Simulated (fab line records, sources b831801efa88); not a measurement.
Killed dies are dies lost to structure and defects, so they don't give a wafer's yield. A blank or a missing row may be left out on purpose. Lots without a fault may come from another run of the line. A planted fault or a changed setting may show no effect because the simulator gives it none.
fab line records | flow gf180mcu
record lots=14 wafers=42 last_day=34
route steps=602 shown M2@379 V2@405 M3@410
lots that met no fault: from a run of the same line without faults
start_h: hours from the record's first day to the start of the lot's first wafer shown | wait_h: hours since the lot's step before | " the same as in the row above | L1.1+2: a row that stands for several wafers | - no value, or no start given | * or withheld: withheld | < > ~ a bound
route shown NAME@n: a module of which the file shows steps, and the number in the route of the first | usual: mean/standard deviation of fault-free wafers | same: alike in all rows | chamber/n: place in a boat | sites: the reading at each site | _std_site: their standard deviation | _edge_site: outer sites' mean less inner sites' | radius_mm: how far each site lies from the wafer's centre | mask NAME#n: copy n | behind: the tool/chamber that last shaped the wafer | hold: why the lot was held/for how many hours/how that ended | device: the transistor (n, p or np) that didn't switch | end of line: the same wafers' tests at the end of the route | a step without rows: its recipe alone | killed: dies lost to structure and defects at the first sort, not the wafer's yield | map: a wafer's dies, x killed, . not, _ none there
set.NAME: the setting as run; set.NAME@STEP: as run at that earlier step | model.NAME: the simulator's own value behind a step, which no gauge read
steps of the route over a sample of lots; a table a step, a row a wafer
services: from which hour (start_h, from the record's first day; less than 0 if before it) a tool's chamber was out of use, for how many hours, and why
## steps
# step GF_M2_STRIP_17
# recipe chemistry=O2/N2 power_w=1400 pressure_mtorr=1500 platen_temp_c=250 o2_flow_sccm=3000 n2_flow_sccm=300 overash_fraction=0.5
# usual drypump_motor_current_A=6.08/0.24 heater_power_w=347/35 oes_product_au=0.555/0.0049 strip_time_to_endpoint_s=7.84/0.045
# columns lot.wafer tool chamber start_h wait_h drypump_motor_current_A heater_power_w oes_product_au rf_hours_counter_h strip_time_to_endpoint_s
L246.1 plasma_asher-02 1 427.75 0.2 6.00 377 0.560 61 7.85
L246.2 " 0 " " 6.10 324 0.555 61 7.83
L246.4 " 0 " " 6.10 333 0.563 - 7.88
L247.2 plasma_asher-04 0 439.31 0.1 6.19 311 0.559 1 7.86
L247.5 " 1 " " 6.10 289 0.549 - 7.75
L247.6 " 0 " " 6.19 315 0.553 - 7.85
L248.1 plasma_asher-04 1 452.03 0.1 6.09 296 0.551 2 7.82
L248.3 " 0 " " 6.18 304 0.559 - 7.77
L248.4 " 1 " " 6.09 295 0.552 - 7.84
L249.2 plasma_asher-04 0 459.34 0.1 6.20 307 0.555 3 7.84
L249.5 " 1 " " 6.06 297 0.556 - 7.81
L249.6 " 0 " " 6.20 306 0.555 - 7.77
L251.1 plasma_asher-04 1 487.27 0.2 6.07 290 0.551 6 7.94
L251.2 " 0 " " 6.20 307 0.566 6 7.94
L251.5 " 1 " " 6.07 301 0.554 - 7.89
L253.2 plasma_asher-04 0 504.36 0.1 6.20 301 0.558 8 7.86
L253.4 " 1 " " 6.09 296 0.559 - 7.85
L253.6 " 0 " " 6.19 310 0.561 - 7.83
L254.2 plasma_asher-01 1 511.57 0.1 5.59 378 0.548 90 7.81
L254.5 " 1 " " 5.63 389 0.552 - 7.84
L254.6 " 0 " " 6.42 388 0.555 - 7.86
L262.2 plasma_asher-02 0 573.83 0.1 6.12 334 0.559 77 7.84
L262.5 " 0 " " 6.11 339 0.548 - 7.77
L262.6 " 1 " " 5.98 373 0.551 - 7.80
L263.3 plasma_asher-02 0 584.66 0.1 6.11 332 0.550 - 7.86
L263.4 " 1 " " 5.98 377 0.559 - 7.89
L263.6 " 0 " " 6.09 326 0.547 - 7.82
L264.2 plasma_asher-01 0 601.56 0.1 6.47 375 0.552 100 7.86
L264.3 " 1 " " 5.60 376 0.559 - 7.86
L264.5 " 1 " " 5.61 384 0.550 - 7.80
L265.1 plasma_asher-04 0 603.67 0.1 6.19 307 0.552 19 7.82
L265.3 " 1 " " 6.09 294 0.557 - 7.81
L265.4 " 0 " " 6.20 319 0.557 - 7.90
L266.2 plasma_asher-02 0 604.92 0.1 6.08 325 0.554 80 7.84
L266.3 " 1 " " 6.00 372 0.559 - 7.89
L266.4 " 0 " " 6.10 339 0.563 - 7.83
L267.2 plasma_asher-01 0 614.72 0.1 6.50 390 0.551 101 7.87
L267.3 " 1 " " 5.60 380 0.554 - 7.84
L267.5 " 0 " " 6.47 383 0.549 - 7.84
L268.2 plasma_asher-02 1 623.27 0.1 5.99 370 0.548 82 7.76
L268.5 " 1 " " 5.99 367 0.557 - 7.84
L268.6 " 0 " " 6.15 330 0.542 - 7.76
# step GF_V2_CVD_23
# recipe material=W target_thk_nm=350 time_s=104.94 temp_c=400 pressure_torr=40
# usual chamber_pressure_Torr=40.00/0.089 heater_power_outer_w=557/32 heater_power_w=920/54
# columns lot.wafer tool chamber start_h wait_h chamber_pressure_Torr heater_power_outer_w heater_power_w
L246.1 cvd_w-01 1 453.80 0.0 39.98 552 945
L246.2 " 0 " " 40.03 512 867
L246.4 " 0 " " 40.06 532 876
L247.2 cvd_w-02 1 465.94 0.0 39.96 540 882
L247.5 " 0 " " 39.99 597 994
L247.6 " 1 " " 39.91 534 867
L248.1 cvd_w-01 1 478.11 0.0 39.92 560 933
L248.3 " 1 " " 39.85 554 941
L248.4 " 0 " " 39.91 521 867
L249.2 cvd_w-01 0 485.87 0.0 40.11 527 856
L249.5 " 0 " " 39.95 517 848
L249.6 " 1 " " 40.05 573 943
L251.1 cvd_w-02 1 513.56 0.0 40.08 533 875
L251.2 " 0 " " 39.93 605 1015
L251.5 " 1 " " 40.09 534 870
L253.2 cvd_w-01 0 530.57 0.0 - - -
L253.4 " 0 " " - - -
L253.6 " 0 " " - - -
L254.2 cvd_w-01 1 536.96 0.0 - - -
L254.5 " 0 " " - - -
L254.6 " 1 " " - - -
L262.2 cvd_w-02 0 601.26 0.0 40.03 595 1031
L262.5 " 1 " " 39.91 544 887
L262.6 " 0 " " 40.13 602 954
L263.3 cvd_w-02 1 607.97 0.1 39.95 537 852
L263.4 " 0 " " 40.06 624 984
L263.6 " 1 " " 39.85 531 897
L264.2 cvd_w-01 1 624.24 0.0 39.95 571 953
L264.3 " 1 " " 39.88 577 959
L264.5 " 0 " " 40.00 534 887
L265.1 cvd_w-01 1 626.19 0.0 39.98 582 955
L265.3 " 0 " " 40.05 526 882
L265.4 " 1 " " 39.93 586 952
L266.2 cvd_w-01 0 627.79 0.0 39.93 532 856
L266.3 " 0 " " 40.00 500 870
L266.4 " 1 " " 40.11 565 953
L267.2 cvd_w-02 0 637.12 0.0 40.02 609 982
L267.3 " 0 " " 40.01 609 1010
L267.5 " 1 " " 39.94 551 861
L268.2 cvd_w-02 1 645.41 0.0 40.24 528 900
L268.5 " 0 " " 39.94 602 977
L268.6 " 1 " " 40.04 536 878
# step GF_V2_RS_MEAS_24
# recipe thk_meas_gauge=four-point-probe reads=W_of_V2_CVD_23+TiN_of_V2_SPUTTER_22+Ti_of_V2_SPUTTER_21
# usual V2_W_RS=0.328/0.0036
# columns lot.wafer tool chamber start_h wait_h V2_W_RS[ohm/sq]
L246.1 film_metro-03 - 453.92 0.1 0.328
L246.2 " - " " 0.323
L246.4 " - " " 0.322
L247.2 film_metro-04 - 466.08 0.1 0.326
L247.5 " - " " 0.326
L247.6 " - " " 0.331
L248.1 film_metro-01 - 478.22 0.1 0.329
L248.3 " - " " 0.330
L248.4 " - " " 0.323
L249.2 film_metro-01 - 486.00 0.1 0.326
L249.5 " - " " 0.330
L249.6 " - " " 0.336
L251.1 film_metro-03 - 513.68 0.1 0.332
L251.2 " - " " 0.325
L251.5 " - " " 0.331
L253.2 film_metro-01 - 530.70 0.1 43.650
L253.4 " - " " 44.006
L253.6 " - " " 43.677
L254.2 film_metro-03 - 537.09 0.1 44.569
L254.5 " - " " 44.385
L254.6 " - " " 43.746
L262.2 film_metro-03 - 601.39 0.1 0.329
L262.5 " - " " 0.330
L262.6 " - " " 0.325
L263.3 film_metro-04 - 608.08 0.1 0.327
L263.4 " - " " 0.327
L263.6 " - " " 0.329
L264.2 film_metro-04 - 624.38 0.1 0.329
L264.3 " - " " 0.330
L264.5 " - " " 0.325
L265.1 film_metro-04 - 626.30 0.1 0.330
L265.3 " - " " 0.325
L265.4 " - " " 0.330
L266.2 film_metro-03 - 627.92 0.1 0.325
L266.3 " - " " 0.325
L266.4 " - " " 0.332
L267.2 film_metro-04 - 637.25 0.1 0.325
L267.3 " - " " 0.325
L267.5 " - " " 0.330
L268.2 film_metro-01 - 645.55 0.1 0.329
L268.5 " - " " 0.328
L268.6 " - " " 0.327
# step GF_V2_THK_MEAS_25
# recipe thk_meas_gauge=xrf reads=W_of_V2_CVD_23
# usual V2_W_THK=356/5.3
# columns lot.wafer tool chamber start_h wait_h V2_W_THK[nm]
L246.1 film_metro-03 - 454.04 0.1 357
L246.2 " - " " 360
L246.4 " - " " 359
L247.2 film_metro-04 - 466.19 0.1 358
L247.5 " - " " 360
L247.6 " - " " 353
L248.1 film_metro-01 - 478.34 0.1 359
L248.3 " - " " 360
L248.4 " - " " 367
L249.2 film_metro-01 - 486.11 0.1 363
L249.5 " - " " 358
L249.6 " - " " 350
L251.1 film_metro-03 - 513.80 0.1 350
L251.2 " - " " 356
L251.5 " - " " 353
L253.2 film_metro-01 - 530.81 0.1 <0
L253.4 " - " " <0
L253.6 " - " " -
L254.2 film_metro-03 - 537.20 0.1 <0
L254.5 " - " " <0
L254.6 " - " " <0
L262.2 film_metro-03 - 601.50 0.1 348
L262.5 " - " " 348
L262.6 " - " " 353
L263.3 film_metro-04 - 608.18 0.1 358
L263.4 " - " " 354
L263.6 " - " " 354
L264.2 film_metro-04 - 624.49 0.1 358
L264.3 " - " " 356
L264.5 " - " " 363
L265.1 film_metro-04 - 626.42 0.1 357
L265.3 " - " " 365
L265.4 " - " " 357
L266.2 film_metro-03 - 628.03 0.1 355
L266.3 " - " " 356
L266.4 " - " " 346
L267.2 film_metro-04 - 637.36 0.1 363
L267.3 " - " " 364
L267.5 " - " " 355
L268.2 film_metro-01 - 645.66 0.1 356
L268.5 " - " " 361
L268.6 " - " " 361
# step GF_V2_CMP_26
# recipe stop_on=SiO2 down_force_psi=3.5 platen_rpm=60 t_overpolish_s=15 target_thk_nm=0 pad_velocity_m_s=0.94248
# usual motor_current_A=11.0/0.9 time_to_endpoint_s=84/3.5
# columns lot.wafer tool chamber start_h wait_h motor_current_A time_to_endpoint_s
L246.2 cmp-01 2 454.24 0.2 11.3 90
L246.1 " 3 " " 11.8 84
L246.4 " 1 " " 12.5 91
L247.2 cmp-01 0 466.39 0.2 10.3 89
L247.6 " 0 " " 10.3 87
L247.5 " 1 " " 12.0 89
L248.1 cmp-01 2 478.40 0.1 11.0 82
L248.4 " 0 " " 10.7 86
L248.3 " 1 " " 12.6 80
L249.2 cmp-01 3 486.16 0.0 11.5 83
L249.5 " 3 " " 11.3 82
L249.6 " 0 " " 10.2 85
L251.1 cmp-02 1 513.91 0.1 9.5 93
L251.2 " 3 " " 11.1 91
L251.5 " 1 " " 9.5 92
L253.2 cmp-01 1 530.96 0.1 11.7 2
L253.4 " 2 " " 11.1 0
L253.6 " 0 " " 10.2 2
L254.2 cmp-02 2 537.40 0.2 10.3 5
L254.6 " 3 " " 10.1 5
L254.5 " 0 " " 12.0 3
L262.2 cmp-02 3 601.55 0.0 10.5 85
L262.5 " 3 " " 10.7 83
L262.6 " 0 " " 12.0 86
L263.4 cmp-02 0 608.27 0.1 12.3 85
L263.3 " 1 " " 9.2 82
L263.6 " 0 " " 11.9 82
L264.3 cmp-02 1 624.64 0.1 8.9 84
L264.2 " 2 " " 10.3 84
L264.5 " 3 " " 10.4 83
L265.4 cmp-01 1 626.48 0.0 12.0 83
L265.3 " 2 " " 10.8 83
L265.1 " 3 " " 11.9 80
L266.4 cmp-02 3 628.13 0.1 10.5 83
L266.3 " 0 " " 12.0 85
L266.2 " 1 " " 9.7 88
L267.2 cmp-02 1 637.41 0.0 9.2 90
L267.3 " 2 " " 10.6 87
L267.5 " 1 " " 9.1 88
L268.2 cmp-01 1 645.76 0.1 11.7 79
L268.6 " 0 " " 10.6 83
L268.5 " 1 " " 12.7 81
# step GF_M3_SPUTTER_01
# recipe material=TiN target_thk_nm=30 power_w=6500 time_s=25 chamber_pressure_pa=0.4
# usual cathode_dc_power_W=6500.0/1.2 throttle_valve_pct=30.2/0.75
# columns lot.wafer tool chamber start_h wait_h cathode_dc_power_W throttle_valve_pct
L246.1 pvd_sputter-04 - 454.64 0.1 6499.1 31.3
L246.2 " - " " 6499.7 29.9
L246.4 " - " " 6500.2 30.0
L247.2 pvd_sputter-04 - 466.79 0.1 6501.8 30.4
L247.5 " - " " 6498.3 30.1
L247.6 " - " " 6500.1 32.1
L248.1 pvd_sputter-01 - 478.80 0.1 6500.0 29.7
L248.3 " - " " 6500.0 30.3
L248.4 " - " " 6499.7 29.8
L249.2 pvd_sputter-01 - 486.56 0.1 6500.5 30.1
L249.5 " - " " 6500.1 30.1
L249.6 " - " " 6498.7 30.1
L251.1 pvd_sputter-04 - 514.26 0.1 6499.4 31.9
L251.2 " - " " 6500.7 29.7
L251.5 " - " " 6501.0 30.2
L262.2 pvd_sputter-04 - 601.95 0.1 6498.9 30.2
L262.5 " - " " 6498.2 30.0
L262.6 " - " " 6498.4 31.2
L263.3 pvd_sputter-02 - 608.62 0.1 6499.9 30.8
L263.4 " - " " 6499.4 29.1
L263.6 " - " " 6501.7 29.3
L264.2 pvd_sputter-01 - 624.94 0.1 6499.2 29.2
L264.3 " - " " 6500.4 30.3
L264.5 " - " " 6500.9 29.2
L265.1 pvd_sputter-02 - 626.88 0.1 6501.0 29.3
L265.3 " - " " 6497.4 30.6
L265.4 " - " " 6499.7 29.1
L266.2 pvd_sputter-01 - 628.49 0.1 6500.3 30.0
L266.3 " - " " 6499.5 30.0
L266.4 " - " " 6501.6 29.5
L267.2 pvd_sputter-01 - 637.81 0.1 6500.6 29.9
L267.3 " - " " 6500.6 30.4
L267.5 " - " " 6499.9 29.5
L268.2 pvd_sputter-01 - 646.11 0.1 6498.8 30.7
L268.5 " - " " 6499.1 30.2
L268.6 " - " " 6499.2 30.4
# step GF_M3_OVL_MEAS_15
# usual M3_OVL=2/5
# columns lot.wafer tool chamber start_h wait_h M3_OVL[nm]
L246.1 overlay-01 - 478.66 0.1 -11
L246.2 " - " " -6
L246.4 " - " " 2
L247.2 overlay-01 - 490.91 0.1 -4
L247.5 " - " " -2
L247.6 " - " " -4
L248.1 overlay-01 - 502.61 0.1 5
L248.3 " - " " -3
L248.4 " - " " 0
L249.2 overlay-02 - 510.78 0.1 -1
L249.5 " - " " -1
L249.6 " - " " -1
L251.1 overlay-01 - 538.61 0.1 0
L251.2 " - " " 5
L251.5 " - " " -5
L262.2 overlay-01 - 622.51 0.1 9
L262.5 " - " " 6
L262.6 " - " " 8
L263.3 overlay-02 - 629.14 0.1 1
L263.4 " - " " 13
L263.6 " - " " 5
L264.2 overlay-01 - 645.23 0.1 10
L264.3 " - " " 0
L264.5 " - " " 5
L265.1 overlay-01 - 646.96 0.1 2
L265.3 " - " " -1
L265.4 " - " " -3
L266.2 overlay-02 - 648.61 0.1 -1
L266.3 " - " " 12
L266.4 " - " " 7
L267.2 overlay-01 - 656.93 0.1 8
L267.3 " - " " 10
L267.5 " - " " 9
L268.2 overlay-01 - 666.11 0.1 7
L268.5 " - " " -3
L268.6 " - " " 5
## services
# columns tool chamber start_h hours kind
cmp-01 - 404.00 4.0 pm
cvd_w-01 - 408.36 2.1 repair
cvd_w-02 1 410.00 2.8 repair
cmp-01 - 417.00 2.2 repair
plasma_asher-04 - 421.25 9.0 pm
cmp-02 - 432.83 2.1 repair
cmp-02 - 436.46 74.2 repair
cvd_w-02 1 444.35 3.7 repair
plasma_asher-04 - 445.30 1.2 repair
cvd_w-02 - 448.32 0.8 repair
cvd_w-02 1 450.26 4.4 repair
cmp-02 - 459.39 2.2 repair
pvd_sputter-04 - 469.08 10.9 repair
cvd_w-01 0 502.74 6.7 repair
pvd_sputter-01 - 506.24 3.5 repair
pvd_sputter-01 - 540.95 2.3 repair
cmp-01 - 570.05 8.1 pm
cmp-02 - 572.05 4.0 pm
cmp-02 - 574.46 6.4 repair
cmp-01 - 581.18 4.3 pm
cvd_w-01 - 604.48 1.2 repair
cmp-01 - 609.97 1.6 repair
cmp-01 - 611.00 0.5 repair
plasma_asher-04 - 623.38 1.2 repair
## key
first_sign step=GF_V2_CVD_23 reading=tool_record direction=missing
effect step=GF_V2_RS_MEAS_24 reading=V2_W_RS direction=up sigmas=99+ usual=0.328 struck=44.005
effect step=GF_V2_THK_MEAS_25 reading=V2_W_THK direction=down sigmas=67 usual=356 struck=<0
effect step=GF_V2_CMP_26 reading=time_to_endpoint_s direction=down sigmas=23 usual=* struck=*
met_at GF_V2_CVD_23
struck_lots L253,L254
later_rows_left_out L253.2,L253.4,L253.6,L254.2,L254.5,L254.6
sort_left_out L253.2,L253.4,L253.6,L254.2,L254.5,L254.6
not_acting_at GF_M2_STRIP_17,GF_M3_SPUTTER_01,GF_M3_OVL_MEAS_15
onset_between 485.87 530.57
fault kind=skipped_step_whole tool=cvd_w-01 chamber=- onset_h=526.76 steps=GF_V2_CVD_23 scope=struck_lots_only
# sort_left_out: the simulated sort isn't trusted on such a fault, so these wafers' sort isn't shown, and their yield isn't known
# later_rows_left_out: the simulator's readings of these wafers behind a module that went badly wrong aren't trusted and aren't shown, but for the sort
